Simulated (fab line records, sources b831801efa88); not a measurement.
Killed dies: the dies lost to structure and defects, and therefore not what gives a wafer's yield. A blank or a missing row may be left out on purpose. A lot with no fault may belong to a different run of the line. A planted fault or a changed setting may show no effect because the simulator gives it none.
Which tool did it? -- flow gf180mcu -- Sampling: 7 lots, 21 wafers, 4 of 602 route steps

WHAT EACH GAUGE READ, for each wafer
GF_M3_THK_MEAS_06: measures by xrf.
lot,measured,on,M3_ALCU_THK (nm)
L991,day 20 14:44,film_metro-03,461 453 459
L996,day 22 18:11,film_metro-03,452 447 449
L997,day 23 02:41,film_metro-04,451 449 449
L101,day 24 17:42,film_metro-01,453 450 452
L103,day 25 10:34,film_metro-01,452 458 457

TOOL THAT RAN EACH LOT (tool first, then ch and the chambers of the sampled wafers, then the start)
lot,GF_CONTACT_CVD_02,GF_CONTACT_ETCH_17,GF_V2_CMP_26
L991,"pecvd-03 ch 1,2, day 15 08:12","rie_diel-04 ch 0,2,3, day 20 14:05 or earlier","cmp-01 ch 0,1,2, day 20 14:05"
L996,"pecvd-04 ch 0,1, day 17 09:41","rie_diel-04 ch 0,3, day 22 17:31 or earlier","cmp-01 ch 0,2, day 22 17:31"
L997,"pecvd-02 ch 0,1,2, day 17 19:06","rie_diel-03 ch 1,2, day 23 02:08 or earlier","cmp-01 ch 0,1,3, day 23 02:08"
L101,"pecvd-04 ch 1,2, day 19 10:37","rie_diel-01 ch 1,2,3, day 24 17:04 or earlier","cmp-02 ch 1,2, day 24 17:04"
L103,"pecvd-02 ch 1,2, day 20 08:17","rie_diel-04 ch 1,2, day 25 10:02 or earlier","cmp-01 ch 1,2,3, day 25 10:02"
L109,"pecvd-03 ch 0,1,2, day 22 13:04","rie_diel-03 ch 0,1,2, day 34 13:36 or earlier",-
L112,"pecvd-02 ch 0,1,2, day 23 05:30","rie_diel-04 ch 0,1,3, day 35 01:24 or earlier",-
- GF_CONTACT_CVD_02: deposits SiO2 from TEOS, target thk 860 nm, time 95.992 s.
- GF_CONTACT_ETCH_17: etches SiO2 in C4F8/O2/Ar, stops on CoSi2, target depth 860 nm.
- GF_V2_CMP_26: polishes, stops on SiO2, t overpolish 15 s, target thk 0 nm.

THE ANSWER, worked out from the rows above alone
Rule: what is usual is taken from the lots themselves. The widest of any qualifying gaps counts: lots, ordered by their means at a reading, are off when they make up no more than a third of the lots, leave a main group of 4 or more, and stand apart from it by 3 or more times the standard deviation of that group's means. A main group is skipped when, at the precision printed for the reading in the tables above, its means are all equal. Also off: a lot with no number at a reading for which 4 or more lots have one. Any other lot the step has rows for is counted as sound.
No lot is off at any reading shown: from this, nothing can be told.

WHAT THE SIMULATOR HAD INSERTED
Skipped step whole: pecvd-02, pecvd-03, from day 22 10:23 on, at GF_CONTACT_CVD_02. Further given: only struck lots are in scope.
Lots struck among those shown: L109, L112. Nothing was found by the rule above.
